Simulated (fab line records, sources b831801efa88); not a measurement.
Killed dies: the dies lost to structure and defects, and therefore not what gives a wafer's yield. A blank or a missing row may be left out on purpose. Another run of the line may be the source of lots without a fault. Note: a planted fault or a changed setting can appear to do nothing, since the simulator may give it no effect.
A lot that was struck, set against a sound lot    flow gf180mcu    15 out of 602 route steps
Sound: wafers L652.1, L652.3, L652.4. Wafers L662.2, L662.4, L662.5 were the ones struck. Last of all comes the cause.
Each step with rows lists, per side, the tool, then ch with its chambers, then its first start. Under that, the readings that differ: sound wafers    struck wafers    difference of the means    sigmas: that difference in standard deviations of wafers without a fault.
alike: readings whose means differ by less than 2 such deviations, and words and numbers that are the same on both sides. not compared: withheld readings, readings that some wafer has no value for, bounds like >300 that may hide the same value, and numbers for which the record gives no deviation and whose values overlap.
Wherever a step has rows on one side only, a row that says differs or no value, or a row with sigmas, the two part there. When numbers do not overlap yet have no deviation, they are printed without sigmas and do not part them. A reading that every wafer of one side lacks parts them only if that side has two wafers or more.

GF_V1_BOW_MEAS_05:
  struck on film metro-04, day 20 22:43; sound on film metro-04, day 17 03:02
  alike: V1_BOW
then, 8 steps without rows for these wafers: GF_V1_DEHYDRATE_06 (time 60 s); GF_V1_HMDS_07 (prime time 60 s); GF_V1_COAT_08; GF_V1_COAT_09 (resist thk 1000 nm); GF_V1_SOFTBAKE_10 (time 60 s); GF_V1_EXPOSE_11 (exposes mask Via1, target cd 260 nm); GF_V1_PEB_12 (peb time 90 s); GF_V1_DEVELOP_13 (develop time 60 s).
GF_V1_CD_MEAS_14: target cd 260 nm.
  struck on cd sem-01, day 21 22:52; sound on cd sem-01, day 18 01:44
  alike: cd nm
GF_V1_OVL_MEAS_15:
  struck on overlay-01, day 21 22:58; sound on overlay-02, day 18 01:52
  alike: V1_OVL
GF_V1_ETCH_16: etches BARC in N2/H2.
  sound on rie diel-02 ch 0,1, day 18 01:54; struck on rie diel-02 ch 0,1,3, day 21 22:59
reading     sound             struck          difference  sigmas
bias w (W)  100.7 99.8 100.0  99.2 99.6 99.5  -0.7        -2
  alike: chamber pressure mTorr, drypump motor current A, oes product au, throttle valve pct
GF_V1_ETCH_17: etches SiO2 in C4F8/O2/Ar, stops on TiN, target depth 630 nm.
  sound on rie diel-02 ch 0,1, day 18 01:00; struck on rie diel-02 ch 0,1,3, day 21 23:00
  no value came back on the struck wafers for bias w (W), chamber pressure mTorr (mTorr), oes product au (a.u.); on the sound wafers bias w (W) reads 1201 1195 1204
GF_V1_STRIP_18: strips in O2/N2.
  sound on plasma asher-03 ch 0,1, day 18 02:02; struck on plasma asher-04 ch 0, day 21 23:07
reading                sound              struck             difference  sigmas
heater power w (W)     312 328 307        351 359 347        +37         +2
oes product au (a.u.)  0.592 0.593 0.596  0.668 0.673 0.670  +0.077      +13
  alike: drypump motor current A
  not compared: rf hours counter h
then, 1 step without rows for these wafers: GF_V1_STRIP_19 (strips in post etch residue remover, time 1200 s).

WHERE THEY PART
Last at GF_V1_STRIP_18 as far as this record goes, first at GF_V1_ETCH_16.

WHY: what had been put in by the simulator
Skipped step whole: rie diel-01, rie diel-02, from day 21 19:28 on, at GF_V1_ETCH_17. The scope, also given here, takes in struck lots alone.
